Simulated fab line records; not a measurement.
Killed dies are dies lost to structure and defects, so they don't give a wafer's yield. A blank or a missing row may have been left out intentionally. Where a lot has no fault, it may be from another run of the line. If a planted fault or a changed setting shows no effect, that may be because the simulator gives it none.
A lot that was struck, set against a sound lot / flow sky130 / 17 steps out of a route of 708
Sound: wafers L434.2, L434.3, L434.5. Struck: wafer L440.1 (left out: L440.2, a lot-mate that was not struck); the cause follows at the end.
At each step with rows: each side's tool, then ch and its chambers, then its first start. Under that, the readings that differ: sound wafers / struck wafers / difference of the means / sigmas: that difference in standard deviations of wafers without a fault.
alike: readings whose means differ by less than 2 such deviations, and words and numbers that are the same on both sides. not compared: withheld readings, readings that some wafer has no value for, bounds like >300 that may hide the same value, and numbers for which the record gives no deviation and whose values overlap.
A row with sigmas, a row that says differs or no value, or rows on one side alone: a step with any of these is where the two part. When numbers do not overlap yet have no deviation, they are printed without sigmas and do not part them. A reading that every wafer of one side lacks parts them only if that side has two wafers or more.

SKY_VT_ADJUST_LVTN_OVL_MEAS_07:
  sound on overlay-01 at day 6 20:40; struck on overlay-02 at day 8 15:17
  alike: VT_ADJUST_LVTN_OVL
after that, 1 step had no rows for these wafers: SKY_VT_ADJUST_LVTN_IMPLANT_08.
SKY_VT_ADJUST_LVTN_STRIP_09: strips in O2/N2.
  sound on plasma-asher-03 ch 0,1, day 6 20:51; struck on plasma-asher-03 ch 0, day 8 15:28
  alike: drypump-motor-current-A, oes-product-au, strip-time-to-endpoint-s
  not compared: rf-hours-counter-h
SKY_VT_ADJUST_LVTN_TW_MEAS_10:
  sound on film-metro-01 at day 6 20:58; struck on film-metro-01 at day 8 15:34
  alike: VT_ADJUST_LVTN_TW
then, 7 steps without rows for these wafers: SKY_VT_ADJUST_LVTN_DEHYDRATE_11 (time 60 s); SKY_VT_ADJUST_LVTN_HMDS_12 (prime time 60 s); SKY_VT_ADJUST_LVTN_COAT_13 (resist thk 1140 nm); SKY_VT_ADJUST_LVTN_SOFTBAKE_14 (time 60 s); SKY_VT_ADJUST_LVTN_EXPOSE_15 (exposes mask HVN STD DERIVED, target cd 600 nm); SKY_VT_ADJUST_LVTN_PEB_16; SKY_VT_ADJUST_LVTN_DEVELOP_17 (develop time 60 s).
SKY_VT_ADJUST_LVTN_OVL_MEAS_18:
  sound on overlay-01 at day 7 17:15; struck on overlay-02 at day 9 13:11
  alike: VT_ADJUST_LVTN_01_OVL
SKY_VT_ADJUST_LVTN_IMPLANT_19:
  sound on implanter-02 ch 0, day 7 17:19; struck on implanter-01 ch 0, day 9 13:13
reading=beam-on-s (s); sound=9.99 10.41 9.78; struck=12.18; difference=+2.12; sigmas=+10
reading=faraday-current-uA; sound=3.67 3.53 3.74; struck=3.00; difference=-0.65; sigmas=-8
SKY_VT_ADJUST_LVTN_STRIP_20: strips in O2/N2.
  sound on plasma-asher-01 ch 0,1, day 7 17:26; struck on plasma-asher-01 ch 0, day 9 13:22
  alike: drypump-motor-current-A, oes-product-au, strip-time-to-endpoint-s
  not compared: rf-hours-counter-h
SKY_VT_ADJUST_LVTN_TW_MEAS_21:
  sound on film-metro-04 at day 7 17:32; struck on film-metro-01 at day 9 13:28
reading=VT_ADJUST_LVTN_2_TW; sound=185.4 185.2 185.4; struck=203.9; difference=+18.6; sigmas=+8
then, 1 step without rows for these wafers: SKY_VT_ADJUST_NCORE_DEHYDRATE_00 (time 60 s).
-- record jumps: 38 days separate the struck wafers' starts on either side; left off in module VT_ADJUST_NCORE, taken up again in module PAD_OPEN, whose first shown step is the route's number 708 --
SKY_PAD_OPEN_PROBE_99:
  sound on prober-02 at day 45 14:29; struck on prober-01 at day 47 12:35
reading=killed-at-contacts; sound=14 19 16; struck=31; difference=+15; sigmas=+3
reading=model.etest.res-pwell-under-gate.rs-ohm-sq; sound=2295 2302 2298; struck=2272; difference=-26; sigmas=
reading=model.etest.nfet-g5v0d10v5.body-rise-v (V); sound=0.6812 0.69 0.6752; struck=0.7105; difference=+0.0284; sigmas=
reading=model.etest.nfet_16v.body-rise-v (V); sound=0.6737 0.681 0.6694; struck=0.7024; difference=+0.0277; sigmas=
reading=model.etest.nfet-g5v0d10v5.vt-sat-v (V); sound=0.7778 0.7765 0.7675; struck=0.7927; difference=+0.0188; sigmas=
reading=model.etest.nfet-g5v0d10v5.vt-v (V); sound=0.8376 0.8375 0.8272; struck=0.8475; difference=+0.0134; sigmas=
  alike: killed_at_M0_to_M3, killed_at_M4_up, killed-at-front-end, killed-at-other, killed-dies, killed-open, killed-short

WHERE THEY PART
Last at SKY_PAD_OPEN_PROBE_99 as far as this record goes, first at SKY_VT_ADJUST_LVTN_IMPLANT_19.

WHY: what the simulator had put in
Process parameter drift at SKY_VT_ADJUST_LVTN_IMPLANT_19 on implanter-01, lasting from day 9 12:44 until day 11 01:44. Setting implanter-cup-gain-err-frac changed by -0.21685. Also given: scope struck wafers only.
